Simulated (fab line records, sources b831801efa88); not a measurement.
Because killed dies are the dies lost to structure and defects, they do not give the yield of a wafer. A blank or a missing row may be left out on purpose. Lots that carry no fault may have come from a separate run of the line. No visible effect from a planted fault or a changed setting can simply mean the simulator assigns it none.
Which of the tools did it? :: flow sky130 :: 12 lots, 36 wafers sampled, at 4 steps of a route of 708

## WHAT EACH GAUGE READ, for each wafer
SKY_METAL5_RS_MEAS_05: a four-point-probe measurement.
lot: L128
measured: day 42 14:40
on: film metro-04
METAL5_ALCU_RS (ohm/sq): 0.02691 0.02709 0.02724

lot: L129
measured: day 43 16:07
on: film metro-04
METAL5_ALCU_RS (ohm/sq): 0.02698 0.02705 0.02705

lot: L131
measured: day 43 18:10
on: film metro-01
METAL5_ALCU_RS (ohm/sq): 0.02708 0.02726 0.02737

lot: L130
measured: day 43 19:27
on: film metro-04
METAL5_ALCU_RS (ohm/sq): 0.02715 0.02702 0.02724

lot: L134
measured: day 44 10:07
on: film metro-04
METAL5_ALCU_RS (ohm/sq): 0.02718 0.02726 0.02741

lot: L138
measured: day 45 16:51
on: film metro-01
METAL5_ALCU_RS (ohm/sq): 0.02664 0.02624 0.0266

lot: L139
measured: day 46 01:04
on: film metro-01
METAL5_ALCU_RS (ohm/sq): 0.02693 0.0268 0.02705

lot: L142
measured: day 47 12:58
on: film metro-01
METAL5_ALCU_RS (ohm/sq): 0.02715 0.02708 0.0269

lot: L146
measured: day 47 17:07
on: film metro-03
METAL5_ALCU_RS (ohm/sq): 0.02709 0.02703 0.02727

lot: L147
measured: day 47 21:17
on: film metro-01
METAL5_ALCU_RS (ohm/sq): 0.02731 0.02737 0.02737

lot: L150
measured: day 48 22:23
on: film metro-01
METAL5_ALCU_RS (ohm/sq): 0.02702 0.02688 0.02719

lot: L151
measured: day 49 02:06
on: film metro-01
METAL5_ALCU_RS (ohm/sq): 0.02676 0.02695 0.02674

## WHAT TOOL EACH LOT RAN ON (gives the tool, then ch and the chambers of the sampled wafers, and finally the start)
lot: L128
SKY_METAL4_SPUTTER_01: pvd sputter-02, day 39 11:19
SKY_METAL5_SPUTTER_01: pvd sputter-02, day 42 14:31
SKY_METAL5_SPUTTER_04: pvd sputter-02, day 42 14:36

lot: L129
SKY_METAL4_SPUTTER_01: pvd sputter-02, day 40 14:43
SKY_METAL5_SPUTTER_01: pvd sputter-02, day 43 15:57
SKY_METAL5_SPUTTER_04: pvd sputter-02, day 43 16:02

lot: L131
SKY_METAL4_SPUTTER_01: pvd sputter-02, day 40 16:28
SKY_METAL5_SPUTTER_01: pvd sputter-01, day 43 18:00
SKY_METAL5_SPUTTER_04: pvd sputter-01, day 43 18:05

lot: L130
SKY_METAL4_SPUTTER_01: pvd sputter-01, day 40 17:05
SKY_METAL5_SPUTTER_01: pvd sputter-01, day 43 19:19
SKY_METAL5_SPUTTER_04: pvd sputter-01, day 43 19:24

lot: L134
SKY_METAL4_SPUTTER_01: pvd sputter-01, day 41 10:38
SKY_METAL5_SPUTTER_01: pvd sputter-02, day 44 09:58
SKY_METAL5_SPUTTER_04: pvd sputter-02, day 44 10:03

lot: L138
SKY_METAL4_SPUTTER_01: pvd sputter-02, day 42 19:08
SKY_METAL5_SPUTTER_01: pvd sputter-03, day 45 16:43
SKY_METAL5_SPUTTER_04: pvd sputter-03, day 45 16:48

lot: L139
SKY_METAL4_SPUTTER_01: pvd sputter-02, day 43 03:19
SKY_METAL5_SPUTTER_01: pvd sputter-02, day 46 00:55
SKY_METAL5_SPUTTER_04: pvd sputter-02, day 46 01:01

lot: L142
SKY_METAL4_SPUTTER_01: pvd sputter-01, day 44 20:23
SKY_METAL5_SPUTTER_01: pvd sputter-01, day 47 12:49
SKY_METAL5_SPUTTER_04: pvd sputter-01, day 47 12:55

lot: L146
SKY_METAL4_SPUTTER_01: pvd sputter-04, day 45 00:04
SKY_METAL5_SPUTTER_01: pvd sputter-02, day 47 16:55
SKY_METAL5_SPUTTER_04: pvd sputter-02, day 47 17:01

lot: L147
SKY_METAL4_SPUTTER_01: pvd sputter-01, day 45 03:04
SKY_METAL5_SPUTTER_01: pvd sputter-02, day 47 21:07
SKY_METAL5_SPUTTER_04: pvd sputter-02, day 47 21:13

lot: L150
SKY_METAL4_SPUTTER_01: pvd sputter-04, day 46 09:11
SKY_METAL5_SPUTTER_01: pvd sputter-02, day 48 22:15
SKY_METAL5_SPUTTER_04: pvd sputter-02, day 48 22:20

lot: L151
SKY_METAL4_SPUTTER_01: pvd sputter-04, day 46 13:08
SKY_METAL5_SPUTTER_01: pvd sputter-02, day 49 01:57
SKY_METAL5_SPUTTER_04: pvd sputter-02, day 49 02:03
- SKY_METAL4_SPUTTER_01: material TiN, target thk 20 nm, time 16.7 s.
- SKY_METAL5_SPUTTER_01: material TiN, target thk 20 nm, time 16.7 s.
- SKY_METAL5_SPUTTER_04: material TiN, target thk 70 nm, time 58.3 s.

## WHAT THE TOOLS THEMSELVES READ (means of the sampled wafers that have a number; where no wafer has one, the mark that the record gives instead)
SKY_METAL4_SPUTTER_01.
lot: L128
tool: pvd sputter-02
throttle valve pct (%): 30.5

lot: L129
tool: pvd sputter-02
throttle valve pct (%): 30.9

lot: L131
tool: pvd sputter-02
throttle valve pct (%): 30.9

lot: L130
tool: pvd sputter-01
throttle valve pct (%): 30.4

lot: L134
tool: pvd sputter-01
throttle valve pct (%): 31.1

lot: L138
tool: pvd sputter-02
throttle valve pct (%): 30.1

lot: L139
tool: pvd sputter-02
throttle valve pct (%): 31.1

lot: L142
tool: pvd sputter-01
throttle valve pct (%): 31.7

lot: L146
tool: pvd sputter-04
throttle valve pct (%): 30.0

lot: L147
tool: pvd sputter-01
throttle valve pct (%): 31.5

lot: L150
tool: pvd sputter-04
throttle valve pct (%): 29.8

lot: L151
tool: pvd sputter-04
throttle valve pct (%): 30.2

SKY_METAL5_SPUTTER_01.
lot: L128
tool: pvd sputter-02
throttle valve pct (%): 30.3

lot: L129
tool: pvd sputter-02
throttle valve pct (%): 30.3

lot: L131
tool: pvd sputter-01
throttle valve pct (%): 31.8

lot: L130
tool: pvd sputter-01
throttle valve pct (%): 31.5

lot: L134
tool: pvd sputter-02
throttle valve pct (%): 30.6

lot: L138
tool: pvd sputter-03
throttle valve pct (%): 29.8

lot: L139
tool: pvd sputter-02
throttle valve pct (%): 31.6

lot: L142
tool: pvd sputter-01
throttle valve pct (%): 31.4

lot: L146
tool: pvd sputter-02
throttle valve pct (%): 30.7

lot: L147
tool: pvd sputter-02
throttle valve pct (%): 31.2

lot: L150
tool: pvd sputter-02
throttle valve pct (%): 31.0

lot: L151
tool: pvd sputter-02
throttle valve pct (%): 30.7

SKY_METAL5_SPUTTER_04.
lot: L128
tool: pvd sputter-02
throttle valve pct (%): 30.3

lot: L129
tool: pvd sputter-02
throttle valve pct (%): 30.6

lot: L131
tool: pvd sputter-01
throttle valve pct (%): 31.7

lot: L130
tool: pvd sputter-01
throttle valve pct (%): 31.3

lot: L134
tool: pvd sputter-02
throttle valve pct (%): 30.4

lot: L138
tool: pvd sputter-03
throttle valve pct (%): 29.8

lot: L139
tool: pvd sputter-02
throttle valve pct (%): 31.6

lot: L142
tool: pvd sputter-01
throttle valve pct (%): 31.4

lot: L146
tool: pvd sputter-02
throttle valve pct (%): 30.9

lot: L147
tool: pvd sputter-02
throttle valve pct (%): 31.0

lot: L150
tool: pvd sputter-02
throttle valve pct (%): 31.0

lot: L151
tool: pvd sputter-02
throttle valve pct (%): 30.7

## THE ANSWER, worked out from the rows above alone
Rule: the lots themselves supply what counts as usual. Put in order of their means at a reading, lots are off if they are a third of the lots or fewer, leave a main group of 4 or more, and stand apart from it by a gap of 3 or more times the standard deviation of the main group's means; of several such gaps the widest counts. The tables above print the reading to a certain number of digits; a main group whose means all agree to those digits is not used. A lot without any number at a reading at which 4 lots or more have one is off too. The other lots that the step has rows for count as sound. First the gauges in route order, then the tools' own readings, where a lot's mean is used as printed above. The first step at which some lot is off is used, and at that step the reading that is off furthest; a lot without a number counts as furthest.
No lot is off on any of the readings shown, so nothing can be concluded from this.

## WHAT THE SIMULATOR HAD PUT IN
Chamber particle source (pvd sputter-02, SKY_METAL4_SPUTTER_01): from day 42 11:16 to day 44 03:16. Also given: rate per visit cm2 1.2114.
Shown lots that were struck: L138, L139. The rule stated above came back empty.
